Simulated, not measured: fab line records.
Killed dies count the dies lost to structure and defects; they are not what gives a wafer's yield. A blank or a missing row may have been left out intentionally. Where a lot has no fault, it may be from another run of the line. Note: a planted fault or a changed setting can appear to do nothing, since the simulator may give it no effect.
fab line records ; flow sky130
record: lots: 14; wafers: 42; last_day: 50
route steps=708 shown SONOS_ONO@181 GATE_OXIDE@201 POLY_CUT@317 SD_P@331
lots that met no fault: taken from a fault-free run of the same line
start_h: hours from the record's opening day to when the first of the lot's shown wafers began ; wait_h: hours from the lot's prior step to this one ; " same as the row above ; L1.1+2: several wafers, shown together as one row ; - no value, or no start was given ; * or withheld: withheld ; < > ~ a bound
route shown NAME@n: names a module that has steps shown in the file, with the first one's number in the route ; usual: mean and standard deviation over wafers with no fault ; same: alike in all rows ; chamber/n: place in a boat ; sites: each site's reading ; _std_site: the values' standard deviation ; _edge_site: inner sites' mean taken away from outer sites' mean ; radius_mm: for every site, how far away it sits from the centre of the wafer ; mask NAME#n: copy n ; behind: the last tool/chamber to shape the wafer ; hold: why the lot was held/for how many hours/how that ended ; device: names the non-switching transistor (n, p or np) ; end of line: tests run on the same wafers once the route is complete ; a step with no rows: only its recipe ; killed: the dies lost at the first sort to structure and to defects; this is not the yield of the wafer ; map: dies across one wafer; x = killed, . = not, _ = none there
set.NAME: setting as actually run; set.NAME@STEP: the setting as run at that earlier step ; model.NAME: the simulator's own value behind a step, which no gauge read
route steps across a sampled set of lots; one table per step, one row per wafer
services: the hour from which a tool's chamber was out of use, counted from the record's first day as start_h (under 0 if before that day), plus the number of hours and why
== steps ==
step: SKY_SONOS_ONO_CD_MEAS_13
recipe: target_cd_nm: 410
usual: cd_nm: 410.5/2.1
lot.wafer;tool;chamber;start_h;wait_h;cd_nm
L882.1;cd_sem-02;-;289.51;0.1;412.1
L882.3;cd_sem-02;-;289.51;0.1;410.7
L882.5;cd_sem-02;-;289.51;0.1;410.9
L884.1;cd_sem-01;-;299.21;0.1;410.4
L884.3;cd_sem-01;-;299.21;0.1;410.4
L884.6;cd_sem-01;-;299.21;0.1;409.7
L885.1;cd_sem-01;-;313.71;0.1;412.1
L885.4;cd_sem-01;-;313.71;0.1;414.5
L885.5;cd_sem-01;-;313.71;0.1;411.8
L889.2;cd_sem-01;-;385.18;0.1;411.6
L889.4;cd_sem-01;-;385.18;0.1;410.9
L889.5;cd_sem-01;-;385.18;0.1;413.7
L893.1;cd_sem-02;-;406.73;0.1;412.0
L893.3;cd_sem-02;-;406.73;0.1;410.8
L893.5;cd_sem-02;-;406.73;0.1;413.2
L895.1;cd_sem-01;-;421.81;0.1;408.3
L895.2;cd_sem-01;-;421.81;0.1;411.0
L895.6;cd_sem-01;-;421.81;0.1;410.3
L897.3;cd_sem-01;-;427.68;0.1;413.3
L897.4;cd_sem-01;-;427.68;0.1;413.6
L897.5;cd_sem-01;-;427.68;0.1;412.4
L896.1;cd_sem-02;-;427.94;0.1;413.7
L896.2;cd_sem-02;-;427.94;0.1;412.2
L896.4;cd_sem-02;-;427.94;0.1;411.5
L899.2;cd_sem-01;-;442.66;0.2;407.2
L899.3;cd_sem-01;-;442.66;0.2;406.1
L899.4;cd_sem-01;-;442.66;0.2;406.1
L898.2;cd_sem-01;-;442.91;0.1;413.4
L898.3;cd_sem-01;-;442.91;0.1;412.3
L898.5;cd_sem-01;-;442.91;0.1;413.8
L901.2;cd_sem-02;-;450.91;0.1;408.3
L901.3;cd_sem-02;-;450.91;0.1;408.7
L901.5;cd_sem-02;-;450.91;0.1;408.6
L903.4;cd_sem-02;-;459.00;0.1;406.6
L903.5;cd_sem-02;-;459.00;0.1;408.6
L903.6;cd_sem-02;-;459.00;0.1;407.3
L902.2;cd_sem-01;-;462.55;0.1;411.1
L902.3;cd_sem-01;-;462.55;0.1;408.4
L902.5;cd_sem-01;-;462.55;0.1;412.4
L904.1;cd_sem-02;-;471.61;0.1;409.7
L904.4;cd_sem-02;-;471.61;0.1;411.5
L904.5;cd_sem-02;-;471.61;0.1;409.3
step: SKY_GATE_OXIDE_TW_MEAS_14
usual: GATE_OXIDE_TW: 223.2/1.2
lot.wafer;tool;chamber;start_h;wait_h;GATE_OXIDE_TW
L882.1;film_metro-04;-;317.82;0.1;222.2
L882.3;film_metro-04;-;317.82;0.1;223.9
L882.5;film_metro-04;-;317.82;0.1;222.5
L884.1;film_metro-04;-;327.64;0.1;222.6
L884.3;film_metro-04;-;327.64;0.1;221.9
L884.6;film_metro-04;-;327.64;0.1;223.4
L885.1;film_metro-01;-;343.22;0.1;221.6
L885.4;film_metro-01;-;343.22;0.1;222.2
L885.5;film_metro-01;-;343.22;0.1;222.4
L889.2;film_metro-01;-;418.34;0.1;224.0
L889.4;film_metro-01;-;418.34;0.1;222.4
L889.5;film_metro-01;-;418.34;0.1;222.7
L893.1;film_metro-04;-;439.51;0.1;223.2
L893.3;film_metro-04;-;439.51;0.1;222.8
L893.5;film_metro-04;-;439.51;0.1;223.6
L895.1;film_metro-04;-;455.24;0.1;222.5
L895.2;film_metro-04;-;455.24;0.1;223.0
L895.6;film_metro-04;-;455.24;0.1;225.2
L897.3;film_metro-01;-;461.23;0.1;224.1
L897.4;film_metro-01;-;461.23;0.1;222.9
L897.5;film_metro-01;-;461.23;0.1;223.6
L896.1;film_metro-04;-;461.67;0.1;222.3
L896.2;film_metro-04;-;461.67;0.1;220.6
L896.4;film_metro-04;-;461.67;0.1;222.3
L899.2;film_metro-04;-;475.62;0.1;221.7
L899.3;film_metro-04;-;475.62;0.1;222.8
L899.4;film_metro-04;-;475.62;0.1;222.0
L898.2;film_metro-04;-;476.92;0.1;223.0
L898.3;film_metro-04;-;476.92;0.1;222.5
L898.5;film_metro-04;-;476.92;0.1;223.1
L901.2;film_metro-01;-;484.14;0.1;224.6
L901.3;film_metro-01;-;484.14;0.1;223.9
L901.5;film_metro-01;-;484.14;0.1;222.9
L903.4;film_metro-04;-;491.75;0.1;221.6
L903.5;film_metro-04;-;491.75;0.1;222.1
L903.6;film_metro-04;-;491.75;0.1;223.4
L902.2;film_metro-04;-;496.63;0.1;222.1
L902.3;film_metro-04;-;496.63;0.1;222.6
L902.5;film_metro-04;-;496.63;0.1;222.5
L904.1;film_metro-01;-;503.57;0.1;223.4
L904.4;film_metro-01;-;503.57;0.1;224.1
L904.5;film_metro-01;-;503.57;0.1;224.0
step: SKY_POLY_CUT_ETCH_10
recipe: chemistry: N2/H2; target: BARC; ion_energy_ev: 200; source_w: 500; bias_w: 100; pressure_mtorr: 30; n2_flow_sccm: 100; h2_flow_sccm: 200; stop_on: SiO2; time_s: 45.9; target_depth_a: 600
usual: bias_w: 100.0/0.3; chamber_pressure_mTorr: 29.999/0.028; drypump_motor_current_A: 5.7/0.41; oes_product_au: 0.854/0.0049; throttle_valve_pct: 13.225/0.009
lot.wafer;tool;chamber;start_h;wait_h;bias_w;chamber_pressure_mTorr;drypump_motor_current_A;oes_product_au;rf_hours_counter_h;throttle_valve_pct
L882.1;rie_diel-03;2;567.45;0.0;99.8;29.969;5.8;0.859;59;13.230
L882.3;rie_diel-03;3;567.45;0.0;99.9;30.063;5.8;0.858;2;13.214
L882.5;rie_diel-03;3;567.45;0.0;100.0;29.971;5.8;0.859;-;13.216
L884.1;rie_diel-02;3;581.49;0.0;100.2;29.973;6.2;0.855;9;13.222
L884.3;rie_diel-02;1;581.49;0.0;99.9;29.954;6.2;0.859;2;13.216
L884.6;rie_diel-02;3;581.49;0.0;99.7;29.994;6.2;0.858;-;13.222
L885.1;rie_diel-02;3;590.49;0.0;99.9;30.025;6.2;0.847;9;13.220
L885.4;rie_diel-02;2;590.49;0.0;100.0;29.938;6.1;0.852;1;13.222
L885.5;rie_diel-02;2;590.49;0.0;99.7;30.088;6.1;0.850;-;13.218
L889.2;rie_diel-03;3;671.52;0.0;-;-;-;-;-;-
L889.4;rie_diel-03;1;671.52;0.0;-;-;-;-;-;-
L889.5;rie_diel-03;0;671.52;0.0;-;-;-;-;-;-
L893.1;rie_diel-02;1;686.89;0.0;-;-;-;-;-;-
L893.3;rie_diel-02;2;686.89;0.0;-;-;-;-;-;-
L893.5;rie_diel-02;2;686.89;0.0;-;-;-;-;-;-
L895.1;rie_diel-04;3;702.72;0.0;99.9;30.020;5.7;0.860;6;13.224
L895.2;rie_diel-04;1;702.72;0.0;99.2;30.034;5.6;0.844;3;13.227
L895.6;rie_diel-04;0;702.72;0.0;100.1;30.006;6.5;0.859;-;13.232
L897.3;rie_diel-04;3;708.95;0.0;100.2;30.048;5.7;0.855;6;13.217
L897.4;rie_diel-04;0;708.95;0.0;99.7;30.004;6.5;0.857;15;13.208
L897.5;rie_diel-04;1;708.95;0.0;100.4;29.968;5.6;0.853;-;13.215
L896.1;rie_diel-03;2;710.52;0.0;100.2;29.983;5.8;0.849;0;13.219
L896.2;rie_diel-03;1;710.52;0.0;99.7;29.955;5.1;0.859;9;13.224
L896.4;rie_diel-03;0;710.52;0.0;100.1;29.972;5.2;0.846;4;13.242
L899.2;rie_diel-03;0;719.04;0.0;100.1;30.003;5.2;0.862;4;13.239
L899.3;rie_diel-03;3;719.04;0.0;100.0;30.006;5.8;0.851;5;13.228
L899.4;rie_diel-03;2;719.04;0.0;100.6;30.030;5.8;0.854;1;13.225
L898.2;rie_diel-03;0;721.77;0.0;100.3;30.011;5.2;0.857;4;13.225
L898.3;rie_diel-03;2;721.77;0.0;99.8;29.969;5.8;0.856;1;13.228
L898.5;rie_diel-03;1;721.77;0.0;100.2;30.015;5.1;0.855;-;13.228
L901.2;rie_diel-04;2;727.64;0.0;100.5;29.951;5.4;0.852;5;13.227
L901.3;rie_diel-04;3;727.64;0.0;100.4;29.972;5.6;0.855;6;13.229
L901.5;rie_diel-04;1;727.64;0.0;100.5;30.003;5.6;0.861;-;13.250
L903.4;rie_diel-03;2;735.97;0.0;100.0;30.036;5.7;0.854;1;13.233
L903.5;rie_diel-03;0;735.97;0.0;99.6;30.005;5.2;0.858;-;13.214
L903.6;rie_diel-03;3;735.97;0.0;99.7;29.988;5.9;0.858;-;13.223
L902.2;rie_diel-02;1;739.12;0.0;99.7;29.971;6.2;0.860;6;13.234
L902.3;rie_diel-02;0;739.12;0.0;100.2;29.998;5.4;0.855;45;13.238
L902.5;rie_diel-02;1;739.12;0.0;100.0;29.987;6.2;0.859;-;13.213
L904.1;rie_diel-02;3;748.04;0.0;99.8;29.992;6.2;0.851;13;13.216
L904.4;rie_diel-02;2;748.04;0.0;99.8;30.043;6.1;0.852;-;13.233
L904.5;rie_diel-02;3;748.04;0.0;100.0;29.950;6.2;0.860;-;13.241
step: SKY_POLY_CUT_ETCH_11
recipe: target: Si3N4; chemistry: CF4/CH2F2/Ar; stop_on: poly-Si; source_w: 600; bias_w: 150; pressure_mtorr: 40; cf4_flow_sccm: 40; ch2f2_flow_sccm: 20; Ar_flow_sccm: 150; time_s: 42.5; target_depth_a: 600
usual: bias_w: 150.1/0.45; cf4_flow_sccm: 40.00/0.12; drypump_motor_current_A: 5.7/0.41; oes_product_au: 0.823/0.0065; throttle_valve_pct: 14.995/0.0085
lot.wafer;tool;chamber;start_h;wait_h;bias_w;cf4_flow_sccm;drypump_motor_current_A;oes_product_au;rf_hours_counter_h;throttle_valve_pct
L882.1;rie_diel-03;2;567.49;0.0;149.3;40.06;5.8;0.806;59;14.996
L882.3;rie_diel-03;3;567.49;0.0;150.0;39.79;5.8;0.821;2;15.001
L882.5;rie_diel-03;3;567.49;0.0;150.5;39.93;5.8;0.815;-;14.999
L884.1;rie_diel-02;3;581.53;0.0;149.8;39.96;6.2;0.828;9;14.997
L884.3;rie_diel-02;1;581.53;0.0;150.1;39.97;6.2;0.831;2;14.993
L884.6;rie_diel-02;3;581.53;0.0;150.1;39.92;6.2;0.824;-;14.998
L885.1;rie_diel-02;3;590.53;0.0;150.3;39.98;6.2;0.814;9;15.003
L885.4;rie_diel-02;2;590.53;0.0;150.2;40.14;6.1;0.819;1;14.997
L885.5;rie_diel-02;2;590.53;0.0;150.1;40.02;6.1;0.807;-;14.994
L889.2;rie_diel-03;3;671.57;0.0;150.0;39.95;5.8;0.376;4;14.953
L889.4;rie_diel-03;1;671.57;0.0;149.9;39.86;5.1;0.381;8;14.960
L889.5;rie_diel-03;0;671.57;0.0;149.8;39.98;5.2;0.374;-;14.954
L893.1;rie_diel-02;1;686.93;0.0;150.4;39.91;6.2;0.374;4;14.944
L893.3;rie_diel-02;2;686.93;0.0;150.1;39.79;6.1;0.364;4;14.959
L893.5;rie_diel-02;2;686.93;0.0;150.3;39.89;6.1;0.364;-;14.951
L895.1;rie_diel-04;3;702.77;0.0;150.8;40.07;5.6;0.820;6;14.994
L895.2;rie_diel-04;1;702.77;0.0;150.0;40.16;5.6;0.822;3;15.006
L895.6;rie_diel-04;0;702.77;0.0;150.3;40.12;6.5;0.822;-;15.014
L897.3;rie_diel-04;3;708.99;0.0;151.1;39.98;5.7;0.815;6;14.997
L897.4;rie_diel-04;0;708.99;0.0;150.1;40.08;6.5;0.826;15;14.990
L897.5;rie_diel-04;1;708.99;0.0;150.8;40.14;5.6;0.826;-;15.004
L896.1;rie_diel-03;2;710.57;0.0;149.4;39.90;5.8;0.822;0;15.013
L896.2;rie_diel-03;1;710.57;0.0;149.7;40.25;5.1;0.823;9;14.994
L896.4;rie_diel-03;0;710.57;0.0;150.3;39.94;5.2;0.816;4;14.999
L899.2;rie_diel-03;0;719.08;0.0;149.7;40.01;5.2;0.820;4;14.993
L899.3;rie_diel-03;3;719.08;0.0;150.6;40.22;5.9;0.826;5;14.998
L899.4;rie_diel-03;2;719.08;0.0;150.1;40.21;5.8;0.825;1;14.993
L898.2;rie_diel-03;0;721.82;0.0;149.5;39.81;5.2;0.822;4;14.983
L898.3;rie_diel-03;2;721.82;0.0;149.8;39.85;5.8;0.823;1;15.003
L898.5;rie_diel-03;1;721.82;0.0;149.6;40.08;5.1;0.822;-;15.006
L901.2;rie_diel-04;2;727.68;0.0;150.2;40.06;5.4;0.829;5;15.000
L901.3;rie_diel-04;3;727.68;0.0;150.4;40.08;5.7;0.816;6;14.988
L901.5;rie_diel-04;1;727.68;0.0;149.7;39.92;5.6;0.822;-;14.984
L903.4;rie_diel-03;2;736.02;0.0;150.3;39.76;5.8;0.830;1;15.003
L903.5;rie_diel-03;0;736.02;0.0;149.5;40.17;5.2;0.824;-;14.994
L903.6;rie_diel-03;3;736.02;0.0;149.9;40.10;5.8;0.823;-;14.989
L902.2;rie_diel-02;1;739.17;0.0;150.7;40.01;6.2;0.830;6;14.983
L902.3;rie_diel-02;0;739.17;0.0;150.6;39.93;5.3;0.830;45;15.001
L902.5;rie_diel-02;1;739.17;0.0;150.9;40.03;6.2;0.828;-;15.001
L904.1;rie_diel-02;3;748.08;0.0;150.5;39.95;6.2;0.816;13;14.991
L904.4;rie_diel-02;2;748.08;0.0;150.2;39.90;6.1;0.816;-;14.999
L904.5;rie_diel-02;3;748.08;0.0;150.9;40.11;6.2;0.815;-;14.993
step: SKY_POLY_CUT_STRIP_12
recipe: chemistry: O2/N2; power_w: 1400; pressure_mtorr: 1500; platen_temp_c: withheld; o2_flow_sccm: 3000; n2_flow_sccm: 300; overash_fraction: 0.5
usual: drypump_motor_current_A: 5.7/0.47; oes_product_au: 0.452/0.0047; strip_time_to_endpoint_s: 5.356/0.02
same: overash_fraction: 0.5
lot.wafer;tool;chamber;start_h;wait_h;drypump_motor_current_A;oes_product_au;rf_hours_counter_h;strip_time_to_endpoint_s
L882.1;plasma_asher-03;1;567.53;0.0;6.3;0.452;13;5.369
L882.3;plasma_asher-03;1;567.53;0.0;6.3;0.449;-;5.374
L882.5;plasma_asher-03;1;567.53;0.0;6.2;0.454;-;5.367
L884.1;plasma_asher-04;1;581.57;0.0;5.2;0.450;84;5.342
L884.3;plasma_asher-04;1;581.57;0.0;5.2;0.452;-;5.329
L884.6;plasma_asher-04;1;581.57;0.0;5.2;0.450;-;5.325
L885.1;plasma_asher-03;1;590.57;0.0;6.3;0.460;16;5.361
L885.4;plasma_asher-03;0;590.57;0.0;5.3;0.453;-;5.392
L885.5;plasma_asher-03;1;590.57;0.0;6.2;0.456;-;5.371
L889.2;plasma_asher-02;1;671.61;0.0;5.2;0.464;85;5.653
L889.4;plasma_asher-02;1;671.61;0.0;5.2;0.458;-;5.664
L889.5;plasma_asher-02;0;671.61;0.0;6.1;0.462;-;5.630
L893.1;plasma_asher-03;0;686.97;0.0;5.3;0.459;25;5.641
L893.3;plasma_asher-03;1;686.97;0.0;6.3;0.470;-;5.638
L893.5;plasma_asher-03;0;686.97;0.0;5.2;0.462;-;5.660
L895.1;plasma_asher-02;0;702.81;0.0;6.1;0.451;88;5.344
L895.2;plasma_asher-02;1;702.81;0.0;5.2;0.451;88;5.336
L895.6;plasma_asher-02;0;702.81;0.0;6.1;0.451;-;5.323
L897.3;plasma_asher-03;1;709.07;0.1;6.2;0.456;-;5.351
L897.4;plasma_asher-03;0;709.07;0.1;5.3;0.448;-;5.364
L897.5;plasma_asher-03;0;709.07;0.1;5.3;0.454;-;5.371
L896.1;plasma_asher-02;1;710.61;0.0;5.2;0.453;88;5.331
L896.2;plasma_asher-02;0;710.61;0.0;6.1;0.442;88;5.362
L896.4;plasma_asher-02;0;710.61;0.0;6.1;0.450;-;5.358
L899.2;plasma_asher-03;1;719.12;0.0;6.2;0.459;28;5.364
L899.3;plasma_asher-03;0;719.12;0.0;5.2;0.451;-;5.359
L899.4;plasma_asher-03;1;719.12;0.0;6.2;0.451;-;5.366
L898.2;plasma_asher-03;1;721.86;0.0;6.2;0.448;28;5.328
L898.3;plasma_asher-03;0;721.86;0.0;5.2;0.447;-;5.325
L898.5;plasma_asher-03;1;721.86;0.0;6.2;0.459;-;5.323
L901.2;plasma_asher-03;0;727.72;0.0;5.2;0.454;29;5.389
L901.3;plasma_asher-03;0;727.72;0.0;5.2;0.450;-;5.337
L901.5;plasma_asher-03;0;727.72;0.0;5.3;0.448;-;5.365
L903.4;plasma_asher-03;1;736.09;0.1;6.3;0.448;-;5.359
L903.5;plasma_asher-03;1;736.09;0.1;6.3;0.460;-;5.344
L903.6;plasma_asher-03;0;736.09;0.1;5.3;0.454;-;5.344
L902.2;plasma_asher-02;0;739.21;0.0;6.1;0.454;91;5.362
L902.3;plasma_asher-02;0;739.21;0.0;6.1;0.448;-;5.392
L902.5;plasma_asher-02;1;739.21;0.0;5.2;0.458;-;5.369
L904.1;plasma_asher-02;0;748.12;0.0;6.1;0.452;91;5.335
L904.4;plasma_asher-02;1;748.12;0.0;5.2;0.460;-;5.323
L904.5;plasma_asher-02;0;748.12;0.0;6.1;0.450;-;5.342
step: SKY_SD_P_TW_MEAS_11
usual: SD_P_TW: 2810/15
lot.wafer;tool;chamber;start_h;wait_h;SD_P_TW
L882.1;film_metro-03;-;598.00;0.1;2807
L882.3;film_metro-03;-;598.00;0.1;2787
L882.5;film_metro-03;-;598.00;0.1;2800
L884.1;film_metro-01;-;611.42;0.1;2820
L884.3;film_metro-01;-;611.42;0.1;2802
L884.6;film_metro-01;-;611.42;0.1;2843
L885.1;film_metro-01;-;619.45;0.1;2828
L885.4;film_metro-01;-;619.45;0.1;2820
L885.5;film_metro-01;-;619.45;0.1;2821
L895.1;film_metro-03;-;730.55;0.1;2790
L895.2;film_metro-03;-;730.55;0.1;2775
L895.6;film_metro-03;-;730.55;0.1;2784
L897.3;film_metro-02;-;737.70;0.1;2814
L897.4;film_metro-02;-;737.70;0.1;2832
L897.5;film_metro-02;-;737.70;0.1;2821
L896.1;film_metro-01;-;738.76;0.1;2800
L896.2;film_metro-01;-;738.76;0.1;2804
L896.4;film_metro-01;-;738.76;0.1;2813
L899.2;film_metro-01;-;746.88;0.1;2811
L899.3;film_metro-01;-;746.88;0.1;2816
L899.4;film_metro-01;-;746.88;0.1;2804
L898.2;film_metro-01;-;748.62;0.1;2826
L898.3;film_metro-01;-;748.62;0.1;2816
L898.5;film_metro-01;-;748.62;0.1;2801
L901.2;film_metro-02;-;755.32;0.1;2828
L901.3;film_metro-02;-;755.32;0.1;2803
L901.5;film_metro-02;-;755.32;0.1;2802
L903.4;film_metro-01;-;763.85;0.1;2809
L903.5;film_metro-01;-;763.85;0.1;2816
L903.6;film_metro-01;-;763.85;0.1;2811
L902.2;film_metro-02;-;766.18;0.1;2800
L902.3;film_metro-02;-;766.18;0.1;2810
L902.5;film_metro-02;-;766.18;0.1;2810
L904.1;film_metro-02;-;775.36;0.1;2836
L904.4;film_metro-02;-;775.36;0.1;2830
L904.5;film_metro-02;-;775.36;0.1;2842
== services ==
tool;chamber;start_h;hours;kind
rie_diel-04;-;547.54;28.1;pm
plasma_asher-04;-;551.10;4.7;repair
rie_diel-03;3;553.16;11.7;repair
rie_diel-03;0;558.79;4.5;repair
plasma_asher-04;-;560.49;1.9;repair
rie_diel-04;-;601.25;1.7;repair
rie_diel-03;-;616.52;0.4;repair
rie_diel-02;0;640.66;4.0;repair
rie_diel-03;2;674.47;-;clean
rie_diel-03;2;674.47;20.2;scheduled_down
rie_diel-03;2;674.47;20.2;vent_cycle
rie_diel-03;2;701.85;4.1;repair
rie_diel-02;-;706.38;3.3;repair
rie_diel-03;0;722.30;9.9;repair
rie_diel-02;0;729.74;1.8;repair
plasma_asher-02;-;730.23;6.6;repair
plasma_asher-04;-;733.77;9.0;pm
plasma_asher-04;0;733.77;9.0;vent_cycle
plasma_asher-04;1;733.77;9.0;vent_cycle
rie_diel-04;-;734.24;5.0;repair
rie_diel-02;-;735.44;2.8;pm
rie_diel-02;0;740.23;40.9;repair
plasma_asher-04;0;742.77;-;clean
plasma_asher-04;1;742.77;-;clean
== key ==
first_sign: step: SKY_POLY_CUT_ETCH_10; reading: tool_record; direction: missing
effect: step: SKY_POLY_CUT_ETCH_11; reading: oes_product_au; direction: down; sigmas: 69; usual: 0.823; struck: 0.372
effect: step: SKY_POLY_CUT_STRIP_12; reading: strip_time_to_endpoint_s; direction: up; sigmas: 15; usual: *; struck: *
met_at SKY_POLY_CUT_ETCH_10
struck_lots L889,L893
later_rows_left_out L889.2,L889.4,L889.5,L893.1,L893.3,L893.5
sort_left_out L889.2,L889.4,L889.5,L893.1,L893.3,L893.5
tester_left_out L889,L893
not_acting_at SKY_SONOS_ONO_CD_MEAS_13,SKY_GATE_OXIDE_TW_MEAS_14,SKY_SD_P_TW_MEAS_11
onset_between 590.49 671.52
fault: kind: skipped_step_whole; tool: rie_diel-02,rie_diel-03; chamber: -; onset_h: 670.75; steps: SKY_POLY_CUT_ETCH_10; scope: struck_lots_only
tester_left_out: of these lots the tester's yield and bins aren't shown, on N5 and GAA mostly nor the transistor test; their killed dies are dies lost to structure and defects alone, not to doping, threshold or leakage, so they don't give the yield
sort_left_out: the simulated sort isn't trusted on such a fault, so these wafers' sort isn't shown, and their yield isn't known
later_rows_left_out: the simulator's readings of these wafers behind a module that went badly wrong aren't trusted and aren't shown, but for the sort
